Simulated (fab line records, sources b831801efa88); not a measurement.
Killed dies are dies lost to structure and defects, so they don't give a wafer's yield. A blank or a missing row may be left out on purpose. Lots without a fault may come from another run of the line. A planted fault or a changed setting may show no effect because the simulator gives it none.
A struck lot beside a sound one | flow sky130 | 17 steps out of a route of 708
Sound: wafers L150.3, L150.4, L150.6. Struck: wafers L157.2, L157.4, L157.5. The cause comes at the end.
At each step with rows: each side's tool, then ch and its chambers, then its first start. Under that, the readings that differ: sound wafers | struck wafers | difference of the means | sigmas: that difference in standard deviations of wafers without a fault.
alike: readings whose means differ by less than 2 such deviations, and words and numbers that are the same on both sides. not compared: withheld readings, readings that some wafer has no value for, bounds like >300 that may hide the same value, and numbers for which the record gives no deviation and whose values overlap.
The two part at a step that has a row with sigmas, a row that says differs or no value, or rows on one side only. Numbers that don't overlap but have no deviation are shown without sigmas and don't part them. A reading that every wafer of one side lacks parts them only if that side has two wafers or more.

SKY_VT_ADJUST_LVTN_OVL_MEAS_07:
  sound on overlay-01, day 9 11:59; struck on overlay-01, day 11 10:04
  alike: VT_ADJUST_LVTN_OVL
then, 1 step without rows for these wafers: SKY_VT_ADJUST_LVTN_IMPLANT_08.
SKY_VT_ADJUST_LVTN_STRIP_09: strips in O2/N2.
  sound on plasma_asher-02 ch 0,1, day 9 12:12; struck on plasma_asher-02 ch 0,1, day 11 10:14
  reading                      | sound             | struck            | difference | sigmas
  strip_time_to_endpoint_s (s) | 36.96 37.02 37.02 | 36.65 36.69 36.68 | -0.33      | -3
  alike: drypump_motor_current_A, oes_product_au
  not compared: rf_hours_counter_h
SKY_VT_ADJUST_LVTN_TW_MEAS_10:
  sound on film_metro-01, day 9 12:17; struck on film_metro-04, day 11 10:21
  alike: VT_ADJUST_LVTN_TW
then, 7 steps without rows for these wafers: SKY_VT_ADJUST_LVTN_DEHYDRATE_11 (time 60 s); SKY_VT_ADJUST_LVTN_HMDS_12 (prime time 60 s); SKY_VT_ADJUST_LVTN_COAT_13 (resist thk 1140 nm); SKY_VT_ADJUST_LVTN_SOFTBAKE_14 (time 60 s); SKY_VT_ADJUST_LVTN_EXPOSE_15 (exposes mask HVN STD DERIVED, target cd 600 nm); SKY_VT_ADJUST_LVTN_PEB_16; SKY_VT_ADJUST_LVTN_DEVELOP_17 (develop time 60 s).
SKY_VT_ADJUST_LVTN_OVL_MEAS_18:
  sound on overlay-02, day 10 11:20; struck on overlay-01, day 12 11:11
  alike: VT_ADJUST_LVTN_01_OVL
SKY_VT_ADJUST_LVTN_IMPLANT_19:
  sound on implanter-04 ch 0, day 10 11:24; struck on implanter-04 ch 0, day 12 11:14
  reading            | sound                         | struck                           | difference  | sigmas
  dose_ions_cm2      | 6.491e+11 6.496e+11 6.497e+11 | 1.1768e+12 1.1779e+12 1.1771e+12 | +5.2780e+11 | +99 or more
  faraday_current_uA | 3.67 3.77 3.76                | 6.54 6.76 6.52                   | +2.87       | +39
SKY_VT_ADJUST_LVTN_STRIP_20: strips in O2/N2.
  sound on plasma_asher-03 ch 0,1, day 10 11:32; struck on plasma_asher-03 ch 0,1, day 12 11:22
  alike: drypump_motor_current_A, oes_product_au, strip_time_to_endpoint_s
  not compared: rf_hours_counter_h
SKY_VT_ADJUST_LVTN_TW_MEAS_21:
  sound on film_metro-01, day 10 11:37; struck on film_metro-02, day 12 11:29
  reading             | sound             | struck            | difference | sigmas
  VT_ADJUST_LVTN_2_TW | 187.8 189.7 188.7 | 221.0 221.5 220.8 | +32.4      | +25
then, 1 step without rows for these wafers: SKY_VT_ADJUST_NCORE_DEHYDRATE_00 (time 60 s).
-- the record jumps here: 37 days lie between the struck wafers' starts before and after (it left off in module VT_ADJUST_NCORE and takes up again in module PAD_OPEN, whose first step shown is number 708 of the route) --
SKY_PAD_OPEN_PROBE_99:
  sound on prober-01, day 48 09:23; struck on prober-01, day 49 19:42
  reading                                    | sound                | struck               | difference | sigmas
  model.etest.res_pwell_under_gate.rs_ohm_sq | 2280 2270 2277       | 2177 2207 2194       | -83        |
  model.etest.nfet_g5v0d10v5.r_on_ohm_um     | 1912 1920 1877       | 1957 1928 1940       | +39        |
  model.etest.tip_n_5v.rs_ohm_sq             | 1394 1387 1388       | 1418 1420 1427       | +32        |
  model.etest.nfet_g5v0d10v5.drive_ua_um     | 599.9 601.3 605.9    | 582.1 568.5 571.2    | -28.4      |
  model.etest.nfet_16v.drive_ua_um           | 220.2 219.3 223.3    | 208.2 204.7 205.5    | -14.8      |
  model.etest.pfet_16v.drive_ua_um           | 250.4 251.9 251.4    | 256.1 257.6 255.5    | +5.2       |
  model.etest.nfet_g5v0d10v5.body_rise_v (V) | 0.6853 0.6817 0.6804 | 0.7542 0.764 0.7578  | +0.0762    |
  model.etest.nfet_16v.body_rise_v (V)       | 0.6775 0.6764 0.6746 | 0.7462 0.7578 0.7538 | +0.0764    |
  alike: killed_at_M0_to_M3, killed_at_M4_up, killed_at_contacts, killed_at_front_end, killed_at_other, killed_dies, killed_on_rim, killed_open, killed_short

WHERE THEY PART
First at SKY_VT_ADJUST_LVTN_STRIP_09; last, within this record, at SKY_VT_ADJUST_LVTN_TW_MEAS_21. Later steps at which nothing parts them and some readings are alike: SKY_PAD_OPEN_PROBE_99.

WHY: what the simulator had put in
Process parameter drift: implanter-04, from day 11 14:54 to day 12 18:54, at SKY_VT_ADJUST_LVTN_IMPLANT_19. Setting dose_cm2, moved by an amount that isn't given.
